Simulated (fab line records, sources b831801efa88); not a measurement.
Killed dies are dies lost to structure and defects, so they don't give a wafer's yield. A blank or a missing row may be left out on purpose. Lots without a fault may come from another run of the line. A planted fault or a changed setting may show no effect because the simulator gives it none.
Tool commonality check | flow gf180mcu | 12 lots, 36 wafers sampled

WHY IT WAS OPENED
At GF_MVPSD_TW_MEAS_11 the reading MVPSD_TW is flagged on 2 of 12 lots. Wafers without a fault read 554, standard deviation 4.7.
Rule: a lot is flagged when every wafer of it that has a number lies more than 4 standard deviations from that mean, or none has a number. The other lots count as sound.

lot  | measured     | on            | MVPSD_TW, wafer by wafer | flag
L321 | day 5 16:20  | film_metro-04 | 551 548 548              |
L322 | day 5 16:41  | film_metro-04 | 553 550 550              |
L323 | day 6 00:14  | film_metro-03 | 562 561 563              |
L324 | day 6 04:44  | film_metro-04 | 549 552 556              |
L329 | day 7 10:36  | film_metro-04 | 549 552 551              |
L330 | day 7 11:28  | film_metro-02 | 553 554 554              |
L331 | day 7 20:14  | film_metro-02 | 554 555 556              |
L332 | day 7 23:56  | film_metro-02 | 552 553 554              |
L336 | day 9 01:50  | film_metro-03 | 563 565 566              |
L340 | day 10 00:21 | film_metro-04 | 643 645 645              | FLAGGED
L341 | day 10 05:31 | film_metro-04 | 640 641 643              | FLAGGED
L343 | day 10 17:48 | film_metro-02 | 554 551 550              |
The numbers of the flagged lots are 643 on average: +89 against the usual, or +19 standard deviations.

WHICH TOOL RAN EACH LOT
The record holds 3 process steps before the reading, out of a route of 602 steps. In each cell: the tool, then ch and the chambers that the sampled wafers went through, then the start.
lot  | flag    | GF_STI_CMP_25                | GF_LVPWELL_STRIP_10                 | GF_MVPSD_IMPLANT_08
L321 |         | cmp-01 ch 1,2, day 2 13:16   | plasma_asher-02 ch 0,1, day 4 11:24 | implanter-04 ch 0, day 5 15:58
L322 |         | cmp-01 ch 0,1,3, day 2 17:08 | plasma_asher-04 ch 0,1, day 4 11:45 | implanter-03 ch 0, day 5 16:17
L323 |         | cmp-01 ch 0,1,2, day 2 23:08 | plasma_asher-02 ch 0,1, day 4 19:23 | implanter-01 ch 0, day 5 23:52
L324 |         | cmp-02 ch 1,2,3, day 3 04:28 | plasma_asher-01 ch 0,1, day 4 22:58 | implanter-01 ch 0, day 6 04:20
L329 |         | cmp-01 ch 1,2,3, day 4 03:44 | plasma_asher-01 ch 0,1, day 6 02:25 | implanter-04 ch 0, day 7 10:12
L330 |         | cmp-01 ch 0,2,3, day 4 07:28 | plasma_asher-01 ch 0,1, day 6 05:00 | implanter-03 ch 0, day 7 11:04
L331 |         | cmp-01 ch 0,1,3, day 4 15:13 | plasma_asher-02 ch 0,1, day 6 13:03 | implanter-01 ch 0, day 7 19:53
L332 |         | cmp-01 ch 1,2, day 4 16:50   | plasma_asher-02 ch 1, day 6 15:55   | implanter-04 ch 0, day 7 23:32
L336 |         | cmp-02 ch 0,1,2, day 5 15:02 | plasma_asher-01 ch 0,1, day 7 16:45 | implanter-04 ch 0, day 9 01:26
L340 | FLAGGED | cmp-02 ch 0,2, day 6 11:01   | plasma_asher-02 ch 0, day 8 12:47   | implanter-04 ch 0, day 9 23:57
L341 | FLAGGED | cmp-02 ch 1,2, day 6 15:52   | plasma_asher-02 ch 0,1, day 8 18:28 | implanter-04 ch 0, day 10 05:09
L343 |         | cmp-01 ch 0,3, day 7 02:07   | plasma_asher-02 ch 0,1, day 9 06:25 | implanter-03 ch 0, day 10 17:26
What these steps do:
- GF_STI_CMP_25: polishes, stops on Si3N4, t overpolish 33 s, target thk 524.6 nm.
- GF_LVPWELL_STRIP_10: strips in O2/N2.
- GF_MVPSD_IMPLANT_08
- GF_MVPSD_TW_MEAS_11

FLAGGED OVER TOTAL, TOOL BY TOOL (the gauges that took the reading come last)
step                | tool            | lots run | flagged | share of the flagged lots | sound lots run after its first flagged lot
GF_STI_CMP_25       | cmp-01          | 8        | 0       | none                      | -
GF_STI_CMP_25       | cmp-02          | 4        | 2       | all                       | 0
GF_LVPWELL_STRIP_10 | plasma_asher-01 | 4        | 0       | none                      | -
GF_LVPWELL_STRIP_10 | plasma_asher-02 | 7        | 2       | all                       | 1 (L343)
GF_LVPWELL_STRIP_10 | plasma_asher-04 | 1        | 0       | none                      | -
GF_MVPSD_IMPLANT_08 | implanter-01    | 3        | 0       | none                      | -
GF_MVPSD_IMPLANT_08 | implanter-03    | 3        | 0       | none                      | -
GF_MVPSD_IMPLANT_08 | implanter-04    | 6        | 2       | all                       | 0
GF_MVPSD_TW_MEAS_11 | film_metro-02   | 4        | 0       | none                      | -
GF_MVPSD_TW_MEAS_11 | film_metro-03   | 2        | 0       | none                      | -
GF_MVPSD_TW_MEAS_11 | film_metro-04   | 6        | 2       | all                       | 0

WHAT THE TABLE ALLOWS
4 rows of the table ran every flagged lot: cmp-02 at GF_STI_CMP_25, plasma_asher-02 at GF_LVPWELL_STRIP_10, implanter-04 at GF_MVPSD_IMPLANT_08, film_metro-04 at GF_MVPSD_TW_MEAS_11.
- cmp-02 at GF_STI_CMP_25: 2 of its 4 lots flagged. Its last sound lot is L336 (day 5 15:02), its first flagged lot L340 (day 6 11:01): a fault that began between those two fits.
- plasma_asher-02 at GF_LVPWELL_STRIP_10: 2 of its 7 lots flagged. Sound lots ran on it after the first flagged one (L343), which a lasting fault on the whole tool wouldn't allow.
- implanter-04 at GF_MVPSD_IMPLANT_08: 2 of its 6 lots flagged. Its last sound lot is L336 (day 9 01:26), its first flagged lot L340 (day 9 23:57): a fault that began between those two fits. Its own readings lie more than 4 standard deviations out on every wafer of the flagged lots: dose_ions_cm2, faraday_current_uA.
- film_metro-04 at GF_MVPSD_TW_MEAS_11: 2 of its 6 lots flagged. Its last sound lot is L329 (day 7 10:36), its first flagged lot L340 (day 10 00:21): a fault that began between those two fits.
Counting lots can't tell these 3 tools apart, because each fits a fault that began at some hour. More lots, or a look at what each step does to the wafer, might.

WHAT THE SIMULATOR HAD PUT IN
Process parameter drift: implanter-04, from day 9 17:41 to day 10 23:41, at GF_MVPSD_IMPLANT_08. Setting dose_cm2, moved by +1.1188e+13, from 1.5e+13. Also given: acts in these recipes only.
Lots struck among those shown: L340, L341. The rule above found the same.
